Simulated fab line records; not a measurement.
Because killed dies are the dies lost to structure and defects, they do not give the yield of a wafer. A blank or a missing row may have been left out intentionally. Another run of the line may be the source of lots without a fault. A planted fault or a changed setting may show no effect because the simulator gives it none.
Shared-tool check    flow sky130    33 wafers sampled across 11 lots

WHAT PROMPTED THE OPENING
1 of 11 lots carry a flag on the reading SONOS_ONO_CVD_04_THK at SKY_SONOS_ONO_THK_MEAS_05. Fault-free wafers read 5.71 nm, with a standard deviation of 0.11.
Rule: a lot is flagged in two cases, either no wafer of it has a number, or all its wafers with numbers fall more than 4 standard deviations from that mean. The rest of the lots are taken to be sound.

lot   measured      on             SONOS_ONO_CVD_04_THK (nm), wafer by wafer  flag
L143  day 12 08:32  film-metro-04  5.53 5.60 5.61                             
L144  day 12 19:35  film-metro-02  5.80 5.85 5.68                             
L146  day 13 10:46  film-metro-04  5.49 5.59 5.57                             
L147  day 13 17:53  film-metro-02  5.70 5.81 5.66                             
L149  day 14 04:17  film-metro-04  5.87 5.77 5.61                             
L152  day 15 06:01  film-metro-03  5.84 5.73 5.70                             
L154  day 16 02:28  film-metro-04  6.31 6.28 6.39                             FLAGGED
L162  day 18 13:28  film-metro-03  5.89 5.93 5.89                             
L164  day 19 10:35  film-metro-03  5.89 5.84 5.89                             
L165  day 19 11:50  film-metro-04  5.62 5.74 5.71                             
L166  day 19 22:47  film-metro-02  5.76 5.82 5.87                             
Average over the flagged lots: 6.33 nm; offset from the usual +0.62 nm, equal to +6 standard deviations.

WHICH TOOL EACH LOT WENT THROUGH
2 process steps preceding the reading are held in the record, out of 708 steps in the route. Every cell lists first the tool, next ch and the chambers used by the sampled wafers, and last the start.
lot   flag     SKY_VT_ADJUST_NCORE_STRIP_10          SKY_SONOS_ONO_CVD_04
L143           plasma-asher-01 ch 0,1, day 9 02:46   lpcvd-03 ch 0, day 12 07:17
L144           plasma-asher-03 ch 0,1, day 9 15:51   lpcvd-03 ch 1, day 12 18:19
L146           plasma-asher-03 ch 0,1, day 10 05:34  lpcvd-03 ch 0, day 13 09:31
L147           plasma-asher-04 ch 0,1, day 10 09:53  lpcvd-03 ch 0, day 13 15:59
L149           plasma-asher-04 ch 0,1, day 10 20:45  lpcvd-03 ch 1, day 14 03:02
L152           plasma-asher-01 ch 0,1, day 11 18:22  lpcvd-03 ch 0, day 15 04:46
L154  FLAGGED  plasma-asher-01 ch 0,1, day 12 07:04  lpcvd-03 ch 1, day 16 01:13
L162           plasma-asher-01 ch 0,1, day 14 13:51  lpcvd-03 ch 1, day 18 12:13
L164           plasma-asher-01 ch 0,1, day 15 11:01  lpcvd-03 ch 1, day 19 09:20
L165           plasma-asher-04 ch 0, day 15 12:12    lpcvd-03 ch 1, day 19 10:35
L166           plasma-asher-04 ch 0,1, day 15 23:30  lpcvd-03 ch 1, day 19 21:32
What the steps here do:
- SKY_VT_ADJUST_NCORE_STRIP_10: strips in O2/N2.
- SKY_SONOS_ONO_CVD_04: deposits SiO2 from SiH4/N2O, target thk 5.7199 nm.
- SKY_SONOS_ONO_THK_MEAS_05

FLAGGED OVER TOTAL, TOOL BY TOOL (the gauges that took the reading come last)
step                          tool             lots run  flagged  share of the flagged lots  sound lots run after its first flagged lot
SKY_VT_ADJUST_NCORE_STRIP_10  plasma-asher-01  5         1        all                        2 (L162,L164)
SKY_VT_ADJUST_NCORE_STRIP_10  plasma-asher-03  2         0        none                       -
SKY_VT_ADJUST_NCORE_STRIP_10  plasma-asher-04  4         0        none                       -
SKY_SONOS_ONO_CVD_04          lpcvd-03         11        1        all                        4 (L162,L164,L165,L166)
SKY_SONOS_ONO_THK_MEAS_05     film-metro-02    3         0        none                       -
SKY_SONOS_ONO_THK_MEAS_05     film-metro-03    3         0        none                       -
SKY_SONOS_ONO_THK_MEAS_05     film-metro-04    5         1        all                        1 (L165)

WHAT IS ALLOWED BY THE TABLE
All flagged lots were run by 3 table rows, namely plasma-asher-01 at SKY_VT_ADJUST_NCORE_STRIP_10, lpcvd-03 at SKY_SONOS_ONO_CVD_04, film-metro-04 at SKY_SONOS_ONO_THK_MEAS_05.
- plasma-asher-01 at SKY_VT_ADJUST_NCORE_STRIP_10 ran 5 lots, 1 of them flagged. Lots that were sound ran on it after the first flagged one (L162, L164); a persistent fault on the entire tool would not allow that.
- lpcvd-03 at SKY_SONOS_ONO_CVD_04 ran 11 lots, 1 of them flagged. Lots that were sound ran on it after the first flagged one (L162, L164, L165, L166); a persistent fault on the entire tool would not allow that. Its own readings lie more than 4 standard deviations out on every wafer of the flagged lots: spike-tc-bottom-C, spike-tc-centre-C, spike-tc-lower-C, spike-tc-top-C, spike-tc-upper-C, susceptor-temp-C.
- film-metro-04 at SKY_SONOS_ONO_THK_MEAS_05 ran 5 lots, 1 of them flagged. Lots that were sound ran on it after the first flagged one (L165); a persistent fault on the entire tool would not allow that.
Every row of the table either missed a flagged lot or ran a sound lot after the first.

WHAT WAS PUT IN BY THE SIMULATOR
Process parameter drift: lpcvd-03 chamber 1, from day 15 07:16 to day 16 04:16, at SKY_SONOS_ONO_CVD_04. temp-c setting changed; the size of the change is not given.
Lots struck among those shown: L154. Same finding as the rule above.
